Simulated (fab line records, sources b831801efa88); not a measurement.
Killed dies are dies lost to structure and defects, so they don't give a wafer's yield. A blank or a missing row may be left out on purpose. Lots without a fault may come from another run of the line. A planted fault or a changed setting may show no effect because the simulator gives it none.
A struck lot beside a sound one | flow sfq_line | 24 steps out of a route of 325
Sound: wafers L947.3, L947.4, L947.5. Struck: wafers L942.3, L942.4, L942.5. The cause comes at the end.
At each step with rows: each side's tool, then ch and its chambers, then its first start. Under that, the readings that differ: sound wafers | struck wafers | difference of the means | sigmas: that difference in standard deviations of wafers without a fault.
alike: readings whose means differ by less than 2 such deviations, and words and numbers that are the same on both sides. not compared: withheld readings, readings that some wafer has no value for, bounds like >300 that may hide the same value, and numbers for which the record gives no deviation and whose values overlap.
The two part at a step that has a row with sigmas, a row that says differs or no value, or rows on one side only. Numbers that don't overlap but have no deviation are shown without sigmas and don't part them. A reading that every wafer of one side lacks parts them only if that side has two wafers or more.

first, 2 steps without rows for these wafers: SFQ_TRILAYER_C5_STRIP_SOLV_CLEAN_156 (cleans in NMP, time 600 s); SFQ_TRILAYER_M6_DEP_PRE_CLEAN_158 (time 22.5 s).
SFQ_TRILAYER_M6_DEP_SPUTTER_157: material Nb, target thk 200 nm, time 133.3 s.
  sound on pvd_sputter-03, day 74 00:58; struck on pvd_sputter-06, day 72 04:26
  alike: throttle_valve_pct
SFQ_M6_RS_MEAS_938: measures by four-point-probe.
  sound on film_metro-03, day 74 01:06; struck on film_metro-01, day 72 04:35
  alike: M6_NB_RS
then, 6 steps without rows for these wafers: SFQ_TRILAYER_M6_LITHO_COAT_164 (resist thk 62 nm); SFQ_TRILAYER_M6_LITHO_COAT_159 (resist thk 600 nm); SFQ_TRILAYER_M6_LITHO_SOFTBAKE_163; SFQ_TRILAYER_M6_LITHO_EXPOSE_160 (exposes mask M6, target cd 500 nm); SFQ_TRILAYER_M6_LITHO_PEB_162 (peb time 60 s); SFQ_TRILAYER_M6_LITHO_DEVELOP_161 (time 60 s).
-- the record jumps here: 4 days lie between the struck wafers' starts before and after --
SFQ_M6_OVL_MEAS_940:
  sound on overlay-02, day 78 10:41; struck on overlay-02, day 76 16:32
  alike: M6_OVL
SFQ_TRILAYER_M6_BARC_OPEN_METAL_ETCH_206: etches BARC in O2, target depth 125 nm, time 41.7 s.
  sound on rie_metal-02 ch 0,1, day 78 10:44; struck on rie_metal-01 ch 0,1, day 76 16:34
  no value came back on the struck wafers for bias_w (W), chamber_pressure_mTorr (mTorr), drypump_motor_current_A (A), oes_product_au (a.u.); on the sound wafers bias_w (W) reads 80.14 80.07 80.17
  reading                                             | sound           | struck            | difference | sigmas
  model.KrF_of_TRILAYER_M6_LITHO_COAT_159.thk_nm (nm) | 526.9 525.7 529 | 574.8 573.4 574.7 | +47.1      |
  not compared: rf_hours_counter_h
SFQ_TRILAYER_M6_ETCH_METAL_ETCH_162: etches Nb in Cl2/Ar, stops on SiO2, target depth 240 nm, time 120 s.
  sound on rie_metal-02 ch 0,1, day 78 10:49; struck on rie_metal-01 ch 0,1, day 76 16:39
  reading                                             | sound             | struck            | difference | sigmas
  oes_product_au (a.u.)                               | 0.905 0.901 0.890 | 0.378 0.375 0.371 | -0.524     | -92
  model.KrF_of_TRILAYER_M6_LITHO_COAT_159.thk_nm (nm) | 387.9 386.2 388.7 | 433.1 433.1 432.5 | +45.3      |
  alike: bias_w, chamber_pressure_mTorr, drypump_motor_current_A
  not compared: rf_hours_counter_h
SFQ_TRILAYER_M6_STRIP_STRIP_163: strips in O2.
  sound on rie_metal-02 ch 0,1, day 78 11:05; struck on rie_metal-01 ch 0,1, day 76 16:56
  alike: drypump_motor_current_A, oes_product_au
  not compared: rf_hours_counter_h
then, 1 step without rows for these wafers: SFQ_TRILAYER_M6_STRIP_SOLV_CLEAN_164 (cleans in NMP, time 600 s).
SFQ_TRILAYER_I6_DEP_PECVD_165: deposits SiO2 from SiH4/N2O, time 111.11 s, target thk 500 nm.
  sound on pecvd-04 ch 1,2, day 78 11:40; struck on pecvd-04 ch 0,2, day 76 17:33
  alike: heater_power_w, susceptor_temp_C, throttle_valve_pct
SFQ_TRILAYER_I6_CMP_CMP_166: polishes SiO2.
  sound on cmp-02 ch 0,1,2, day 78 14:25; struck on cmp-02 ch 0,1,3, day 76 18:07
  alike: motor_current_A, slurry_flow_ml_min, time_to_endpoint_s
SFQ_I6_BOW_MEAS_941:
  sound on film_metro-01, day 78 17:28; struck on film_metro-04, day 76 20:40
  alike: I6_BOW
SFQ_TRILAYER_I6_METRO_MEASURE_167:
  sound on film_metro-01, day 78 17:56; struck on film_metro-04, day 76 21:08
  reading     | sound             | struck            | difference | sigmas
  thk_nm (nm) | 202.9 202.5 202.3 | 200.4 200.1 201.1 | -2.0       | -2
then, 3 steps without rows for these wafers: SFQ_TRILAYER_I6_VIA_LITHO_COAT_174 (resist thk 62 nm); SFQ_TRILAYER_I6_VIA_LITHO_COAT_169 (resist thk 650 nm); SFQ_TRILAYER_I6_VIA_LITHO_SOFTBAKE_173.
-- the record jumps here: 4 days lie between the struck wafers' starts before and after --
SFQ_TRILAYER_I6_VIA_LITHO_EXPOSE_170: exposes mask I6, target cd 700 nm.
  sound on krf_scanner-01 ch 0, day 82 23:50; struck on krf_scanner-01, day 81 00:13
  no value came back on the struck wafers for exposure_dose_mJ_cm2, focus_offset_nm (nm), reticle_temp_C (C); on the sound wafers exposure_dose_mJ_cm2 reads 21.298 21.290 21.319
  alike: mask
then, 1 step without rows for these wafers: SFQ_TRILAYER_I6_VIA_LITHO_PEB_172 (peb time 60 s).

WHERE THEY PART
First at SFQ_TRILAYER_M6_BARC_OPEN_METAL_ETCH_206; last, within this record, at SFQ_TRILAYER_I6_VIA_LITHO_EXPOSE_170.

WHY: what the simulator had put in
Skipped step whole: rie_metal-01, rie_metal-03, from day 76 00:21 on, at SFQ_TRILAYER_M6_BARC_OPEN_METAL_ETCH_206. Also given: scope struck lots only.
